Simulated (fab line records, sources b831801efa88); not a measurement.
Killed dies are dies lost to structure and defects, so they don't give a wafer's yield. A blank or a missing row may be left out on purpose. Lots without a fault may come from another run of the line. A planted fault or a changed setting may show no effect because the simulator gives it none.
fab line records | flow gf180mcu
record lots=14 wafers=42 last_day=34
route steps=602 shown STI@13 VT_IMPLANT@99 POLY_GATE@175 HV_LDD@231
lots that met no fault: from a run of the same line without faults
start_h: hours from the record's first day to the start of the lot's first wafer shown | wait_h: hours since the lot's step before | " the same as in the row above | L1.1+2: a row that stands for several wafers | - no value, or no start given | * or withheld: withheld | < > ~ a bound
route shown NAME@n: a module of which the file shows steps, and the number in the route of the first | usual: mean/standard deviation of fault-free wafers | same: alike in all rows | chamber/n: place in a boat | sites: the reading at each site | _std_site: their standard deviation | _edge_site: outer sites' mean less inner sites' | radius_mm: how far each site lies from the wafer's centre | mask NAME#n: copy n | behind: the tool/chamber that last shaped the wafer | hold: why the lot was held/for how many hours/how that ended | device: the transistor (n, p or np) that didn't switch | end of line: the same wafers' tests at the end of the route | a step without rows: its recipe alone | killed: dies lost to structure and defects at the first sort, not the wafer's yield | map: a wafer's dies, x killed, . not, _ none there
set.NAME: the setting as run; set.NAME@STEP: as run at that earlier step | model.NAME: the simulator's own value behind a step, which no gauge read
steps of the route over a sample of lots; a table a step, a row a wafer
services: from which hour (start_h, from the record's first day; less than 0 if before it) a tool's chamber was out of use, for how many hours, and why
## steps
# step GF_STI_CD_MEAS_12
# recipe target_cd_nm=220
# usual cd_nm=219.7/1.2
# columns lot.wafer tool chamber start_h wait_h cd_nm
L945.2 cd_sem-01 - 28.00 0.1 218.4
L945.3 " - " " 219.3
L945.6 " - " " 218.7
L946.1 cd_sem-02 - 30.55 0.1 218.9
L946.5 " - " " 217.3
L946.6 " - " " 219.0
L948.1 cd_sem-01 - 41.95 0.1 219.4
L948.3 " - " " 220.2
L948.5 " - " " 220.3
L949.2 cd_sem-02 - 45.70 0.1 220.7
L949.5 " - " " 220.0
L949.6 " - " " 220.6
L950.1 cd_sem-01 - 51.12 0.1 219.3
L950.2 " - " " 218.0
L950.3 " - " " 218.8
L951.2 cd_sem-01 - 56.70 0.1 219.0
L951.4 " - " " 219.0
L951.5 " - " " 218.3
L954.1 cd_sem-01 - 71.55 0.1 219.0
L954.3 " - " " 219.0
L954.6 " - " " 219.9
L955.2 cd_sem-02 - 76.82 0.1 220.0
L955.3 " - " " 220.4
L955.4 " - " " 221.2
L957.1 cd_sem-01 - 87.03 0.1 219.2
L957.3 " - " " 219.8
L957.6 " - " " 221.0
L962.1 cd_sem-02 - 113.90 0.1 218.2
L962.4 " - " " 218.5
L962.6 " - " " 219.6
L963.1 cd_sem-02 - 118.41 0.1 221.4
L963.3 " - " " 221.2
L963.6 " - " " 219.2
L966.2 cd_sem-01 - 133.15 0.1 218.3
L966.3 " - " " 219.0
L966.4 " - " " 219.4
L967.3 cd_sem-01 - 138.17 0.1 222.3
L967.4 " - " " 222.0
L967.5 " - " " 221.9
L968.1 cd_sem-01 - 144.53 0.1 217.8
L968.3 " - " " 218.1
L968.4 " - " " 218.4
# step GF_VT_IMPLANT_STRIP_09
# recipe chemistry=O2/N2 power_w=1400 pressure_mtorr=1500 platen_temp_c=250 o2_flow_sccm=3000 n2_flow_sccm=300 overash_fraction=0.5
# usual chamber_pressure_mTorr=1500.1/1.3 drypump_motor_current_A=5.6/0.34 heater_power_w=311/38 o2_flow_sccm=3001/9.1 oes_product_au=0.716/0.0048 strip_time_to_endpoint_s=12.63/0.037
# columns lot.wafer tool chamber start_h wait_h chamber_pressure_mTorr drypump_motor_current_A heater_power_w o2_flow_sccm oes_product_au rf_hours_counter_h strip_time_to_endpoint_s
L945.2 plasma_asher-01 0 113.72 0.1 1500.7 5.7 390 3011 0.722 52 12.66
L945.3 " 0 " " 1501.5 5.8 394 3001 0.721 - 12.62
L945.6 " 0 " " 1500.5 5.8 391 2997 0.712 - 12.67
L946.1 plasma_asher-01 1 116.85 0.1 1497.8 6.2 295 2999 0.718 52 12.67
L946.5 " 1 " " 1499.5 6.2 288 2997 0.721 - 12.69
L946.6 " 0 " " 1503.5 5.7 390 3000 0.708 - 12.67
L948.1 plasma_asher-04 1 130.63 0.1 1499.9 5.3 305 2990 0.720 1 12.58
L948.3 " 0 " " 1499.4 5.5 286 3001 0.719 - 12.57
L948.5 " 0 " " 1501.9 5.5 273 2994 0.715 - 12.58
L949.2 plasma_asher-01 0 133.53 0.1 1500.0 5.7 387 3003 0.719 54 12.55
L949.5 " 0 " " 1499.9 5.8 379 3009 0.715 - 12.58
L949.6 " 1 " " 1500.5 6.2 282 3016 0.716 - 12.57
L950.1 plasma_asher-04 1 139.78 0.1 1497.3 5.3 304 3007 0.727 2 12.59
L950.2 " 0 " " 1502.5 5.5 281 3009 0.716 2 12.61
L950.3 " 0 " " 1501.0 5.5 281 3006 0.714 - 12.58
L951.2 plasma_asher-04 1 147.05 0.1 1500.8 5.3 303 2996 0.717 3 12.57
L951.4 " 1 " " 1500.9 5.2 306 3015 0.713 - 12.57
L951.5 " 0 " " 1499.3 5.5 285 2993 0.711 - 12.57
L954.1 plasma_asher-03 0 164.37 0.1 1500.8 5.2 296 3008 0.713 45 12.62
L954.3 " 1 " " 1498.6 5.8 290 3004 0.710 - 12.65
L954.6 " 1 " " 1498.7 5.9 293 2995 0.714 - 12.61
L955.2 plasma_asher-04 1 171.72 0.1 1499.4 5.3 310 3009 0.713 6 12.66
L955.3 " 0 " " 1501.1 5.5 280 2992 0.718 - 12.63
L955.4 " 1 " " 1501.0 5.3 308 3010 0.720 - 12.62
L957.1 plasma_asher-01 1 184.07 0.1 1500.9 6.2 284 3004 0.713 59 12.68
L957.3 " 0 " " 1500.4 5.7 393 3010 0.705 - 12.66
L957.6 " 0 " " 1501.2 5.8 387 3011 0.717 - 12.63
L962.1 plasma_asher-01 0 215.88 0.1 - - - - - - -
L962.4 " 0 " " - - - - - - -
L962.6 " 1 " " - - - - - - -
L963.1 plasma_asher-04 1 219.58 0.1 - - - - - - -
L963.3 " 1 " " - - - - - - -
L963.6 " 1 " " - - - - - - -
L966.2 plasma_asher-03 0 235.47 0.1 1500.7 5.2 295 2997 0.712 52 12.63
L966.3 " 0 " " 1501.1 5.2 312 3008 0.724 - 12.62
L966.4 " 1 " " 1502.3 5.8 288 2991 0.717 - 12.65
L967.3 plasma_asher-04 0 242.58 0.1 1498.7 5.5 289 2998 0.717 - 12.58
L967.4 " 1 " " 1500.8 5.3 300 3000 0.718 - 12.61
L967.5 " 0 " " 1499.9 5.5 280 2994 0.711 - 12.58
L968.1 plasma_asher-03 0 253.35 0.1 1502.0 5.2 299 3024 0.711 54 12.62
L968.3 " 1 " " 1501.2 5.8 288 3020 0.718 - 12.62
L968.4 " 0 " " 1500.5 5.2 305 2993 0.720 - 12.62
# step GF_VT_IMPLANT_STRIP_20
# recipe chemistry=O2/N2 power_w=1400 pressure_mtorr=1500 platen_temp_c=250 o2_flow_sccm=3000 n2_flow_sccm=300 overash_fraction=0.5
# usual chamber_pressure_mTorr=1499.9/1.3 drypump_motor_current_A=5.7/0.35 heater_power_w=313/38 o2_flow_sccm=3001/8.8 oes_product_au=0.716/0.0047 strip_time_to_endpoint_s=12.62/0.036
# columns lot.wafer tool chamber start_h wait_h chamber_pressure_mTorr drypump_motor_current_A heater_power_w o2_flow_sccm oes_product_au rf_hours_counter_h strip_time_to_endpoint_s
L945.2 plasma_asher-03 1 128.08 0.1 1499.0 5.8 286 3009 0.720 41 12.64
L945.3 " 0 " " 1499.0 5.2 305 3008 0.718 - 12.65
L945.6 " 0 " " 1500.5 5.2 299 3001 0.717 - 12.65
L946.1 plasma_asher-03 1 131.00 0.1 1499.7 5.9 290 3001 0.715 42 12.64
L946.5 " 1 " " 1499.1 5.8 283 2997 0.719 - 12.67
L946.6 " 0 " " 1502.3 5.2 300 2982 0.723 - 12.64
L948.1 plasma_asher-03 0 145.70 0.1 1500.2 5.2 302 2990 0.708 43 12.59
L948.3 " 1 " " 1500.5 5.8 289 3005 0.716 - 12.59
L948.5 " 1 " " 1500.7 5.9 288 3004 0.710 - 12.58
L949.2 plasma_asher-01 1 149.52 0.1 1501.4 6.2 298 3003 0.723 56 12.59
L949.5 " 0 " " 1500.8 5.7 386 2998 0.712 - 12.64
L949.6 " 1 " " 1498.5 6.2 287 3012 0.717 - 12.58
L950.1 plasma_asher-03 1 154.57 0.1 1496.7 5.9 284 2989 0.717 44 12.60
L950.2 " 0 " " 1501.3 5.2 309 2998 0.715 44 12.61
L950.3 " 1 " " 1500.5 5.9 290 2990 0.729 - 12.60
L951.2 plasma_asher-04 1 161.83 0.1 1500.6 5.3 310 3008 0.717 5 12.67
L951.4 " 0 " " 1501.4 5.5 281 2990 0.710 - 12.61
L951.5 " 1 " " 1502.0 5.3 312 3006 0.716 - 12.64
L954.1 plasma_asher-04 0 180.68 0.1 1497.2 5.5 294 2990 0.712 6 12.62
L954.3 " 0 " " 1498.5 5.5 280 2992 0.712 - 12.69
L954.6 " 1 " " 1499.4 5.3 309 2989 0.721 - 12.65
L955.2 plasma_asher-01 1 187.88 0.1 1499.4 6.2 289 2995 0.714 60 12.60
L955.3 " 0 " " 1499.7 5.7 380 2986 0.715 - 12.59
L955.4 " 1 " " 1497.5 6.2 287 3013 0.724 - 12.57
L957.1 plasma_asher-04 0 200.53 0.1 1501.4 5.5 286 2996 0.719 8 12.62
L957.3 " 1 " " 1502.4 5.3 317 2999 0.713 - 12.63
L957.6 " 1 " " 1499.6 5.3 318 2999 0.717 - 12.63
L962.1 plasma_asher-01 0 232.72 0.1 1499.4 5.7 384 3004 0.727 65 27.60
L962.4 " 1 " " 1498.7 6.2 294 3010 0.718 - 27.60
L962.6 " 1 " " 1498.9 6.2 289 2998 0.719 - 27.52
L963.1 plasma_asher-01 0 236.77 0.1 1498.0 5.7 382 3004 0.716 65 27.54
L963.3 " 1 " " 1500.2 6.2 293 3014 0.720 - 27.52
L963.6 " 1 " " 1497.9 6.2 287 3007 0.726 - 27.66
L966.2 plasma_asher-04 0 253.65 0.1 1499.9 5.5 284 3002 0.712 14 12.57
L966.3 " 1 " " 1501.4 5.3 314 3010 0.718 - 12.62
L966.4 " 0 " " 1500.0 5.5 276 2996 0.710 - 12.60
L967.3 plasma_asher-01 1 261.46 0.1 1498.5 6.2 288 3004 0.709 - 12.59
L967.4 " 0 " " 1498.9 5.7 387 2995 0.720 - 12.61
L967.5 " 1 " " 1500.8 6.2 289 2993 0.718 - 12.61
L968.1 plasma_asher-04 1 273.40 0.1 1500.4 5.3 311 3004 0.707 16 12.62
L968.3 " 1 " " 1499.7 5.3 306 2991 0.699 - 12.60
L968.4 " 0 " " 1498.3 5.5 283 3007 0.711 - 12.62
# step GF_VT_IMPLANT_TW_MEAS_21
# usual VT_IMPLANT_2_TW=1199/12
# columns lot.wafer tool chamber start_h wait_h VT_IMPLANT_2_TW
L945.2 film_metro-01 - 128.19 0.1 1214
L945.3 " - " " 1215
L945.6 " - " " 1218
L946.1 film_metro-02 - 131.10 0.1 1190
L946.5 " - " " 1193
L946.6 " - " " 1195
L948.1 film_metro-03 - 145.80 0.1 1179
L948.3 " - " " 1179
L948.5 " - " " 1185
L949.2 film_metro-01 - 149.63 0.1 1206
L949.5 " - " " 1203
L949.6 " - " " 1211
L950.1 film_metro-03 - 154.67 0.1 1191
L950.2 " - " " 1180
L950.3 " - " " 1193
L951.2 film_metro-02 - 161.94 0.1 1190
L951.4 " - " " 1194
L951.5 " - " " 1193
L954.1 film_metro-01 - 180.78 0.1 1218
L954.3 " - " " 1217
L954.6 " - " " 1210
L955.2 film_metro-01 - 187.99 0.1 1214
L955.3 " - " " 1212
L955.4 " - " " 1206
L957.1 film_metro-03 - 200.63 0.1 1180
L957.3 " - " " 1180
L957.6 " - " " 1187
L962.1 film_metro-01 - 232.82 0.1 30
L962.4 " - " " 30
L962.6 " - " " 30
L963.1 film_metro-02 - 236.87 0.1 30
L963.3 " - " " 30
L963.6 " - " " 30
L966.2 film_metro-03 - 253.76 0.1 1183
L966.3 " - " " 1187
L966.4 " - " " 1182
L967.3 film_metro-02 - 261.55 0.1 1196
L967.4 " - " " 1198
L967.5 " - " " 1201
L968.1 film_metro-01 - 273.50 0.1 1209
L968.3 " - " " 1206
L968.4 " - " " 1208
# step GF_POLY_GATE_CD_MEAS_18
# usual cd_nm=280.1/2.2
# columns lot.wafer tool chamber start_h wait_h cd_nm
L945.2 cd_sem-02 - 201.23 0.1 278.2
L945.3 " - " " 281.3
L945.6 " - " " 282.8
L946.1 cd_sem-01 - 205.95 0.1 280.6
L946.5 " - " " 279.5
L946.6 " - " " 282.3
L948.1 cd_sem-01 - 223.63 0.1 279.2
L948.3 " - " " 282.4
L948.5 " - " " 280.2
L950.1 cd_sem-01 - 231.90 0.1 278.4
L950.2 " - " " 280.9
L950.3 " - " " 280.4
L949.2 cd_sem-02 - 231.92 0.1 279.3
L949.5 " - " " 282.1
L949.6 " - " " 282.6
L951.2 cd_sem-02 - 239.98 0.1 284.2
L951.4 " - " " 280.1
L951.5 " - " " 284.0
L954.1 cd_sem-01 - 262.65 0.1 282.5
L954.3 " - " " 281.3
L954.6 " - " " 283.4
L955.2 cd_sem-01 - 271.22 0.1 279.2
L955.3 " - " " 278.3
L955.4 " - " " 278.4
L957.1 cd_sem-02 - 282.82 0.1 282.3
L957.3 " - " " 277.9
L957.6 " - " " 281.7
L966.2 cd_sem-02 - 348.71 0.1 279.3
L966.3 " - " " 278.7
L966.4 " - " " 279.5
L967.3 cd_sem-01 - 354.27 0.1 280.0
L967.4 " - " " 282.2
L967.5 " - " " 279.9
L968.1 cd_sem-02 - 366.10 0.1 276.9
L968.3 " - " " 280.5
L968.4 " - " " 280.2
# step GF_HV_LDD_THK_MEAS_55
# recipe reads=SiO2_of_HV_LDD_CVD_54
# usual HV_LDD_CVD_54_THK=10.06/0.12
# columns lot.wafer tool chamber start_h wait_h HV_LDD_CVD_54_THK[nm]
L945.2 film_metro-01 - 277.67 0.0 9.98
L945.3 " - " " 10.04
L945.6 " - " " 10.13
L946.1 film_metro-01 - 281.29 0.0 10.21
L946.5 " - " " 10.13
L946.6 " - " " 10.17
L948.1 film_metro-02 - 301.99 0.0 10.12
L948.3 " - " " 10.15
L948.5 " - " " 10.17
L950.1 film_metro-04 - 313.10 0.0 10.27
L950.2 " - " " 10.23
L950.3 " - " " 10.24
L949.2 film_metro-01 - 314.64 0.0 10.04
L949.5 " - " " 10.03
L949.6 " - " " 10.20
L951.2 film_metro-04 - 322.80 0.0 10.11
L951.4 " - " " 10.18
L951.5 " - " " 10.40
L954.1 film_metro-01 - 347.68 0.0 10.11
L954.3 " - " " 10.20
L954.6 " - " " 10.08
L955.2 film_metro-02 - 355.19 0.0 9.95
L955.3 " - " " 10.04
L955.4 " - " " 9.87
L957.1 film_metro-02 - 370.83 0.0 9.97
L957.3 " - " " 9.94
L957.6 " - " " 9.94
L966.2 film_metro-04 - 443.40 0.0 10.00
L966.3 " - " " 9.98
L966.4 " - " " 10.03
L967.3 film_metro-04 - 449.03 0.0 9.88
L967.4 " - " " 9.89
L967.5 " - " " 9.84
L968.1 film_metro-04 - 462.28 0.0 10.10
L968.3 " - " " 10.16
L968.4 " - " " 10.17
## services
# columns tool chamber start_h hours kind
plasma_asher-03 - 94.53 4.3 repair
plasma_asher-03 - 102.63 8.0 pm
plasma_asher-04 - 108.75 9.0 pm
plasma_asher-04 0 108.75 9.0 vent_cycle
plasma_asher-04 1 108.75 9.0 vent_cycle
plasma_asher-04 0 117.75 - clean
plasma_asher-04 1 117.75 - clean
plasma_asher-03 - 118.41 0.5 repair
plasma_asher-03 - 137.59 3.0 repair
## key
first_sign step=GF_VT_IMPLANT_STRIP_09 reading=tool_record direction=missing
effect step=GF_VT_IMPLANT_STRIP_20 reading=strip_time_to_endpoint_s direction=up sigmas=99+ usual=* struck=*
effect step=GF_VT_IMPLANT_TW_MEAS_21 reading=VT_IMPLANT_2_TW direction=down sigmas=94 usual=1199 struck=30
met_at GF_VT_IMPLANT_STRIP_09
struck_lots L962,L963
later_rows_left_out L962.1,L962.4,L962.6,L963.1,L963.3,L963.6
sort_left_out L962.1,L962.4,L962.6,L963.1,L963.3,L963.6
tester_left_out L962,L963
not_acting_at GF_STI_CD_MEAS_12,GF_POLY_GATE_CD_MEAS_18,GF_HV_LDD_THK_MEAS_55
onset_between 184.07 215.88
fault kind=skipped_step_whole tool=plasma_asher-01,plasma_asher-04 chamber=- onset_h=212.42 steps=GF_VT_IMPLANT_STRIP_09 scope=struck_lots_only
# tester_left_out: of these lots the tester's yield and bins aren't shown, on N5 and GAA mostly nor the transistor test; their killed dies are dies lost to structure and defects alone, not to doping, threshold or leakage, so they don't give the yield
# sort_left_out: the simulated sort isn't trusted on such a fault, so these wafers' sort isn't shown, and their yield isn't known
# later_rows_left_out: the simulator's readings of these wafers behind a module that went badly wrong aren't trusted and aren't shown, but for the sort
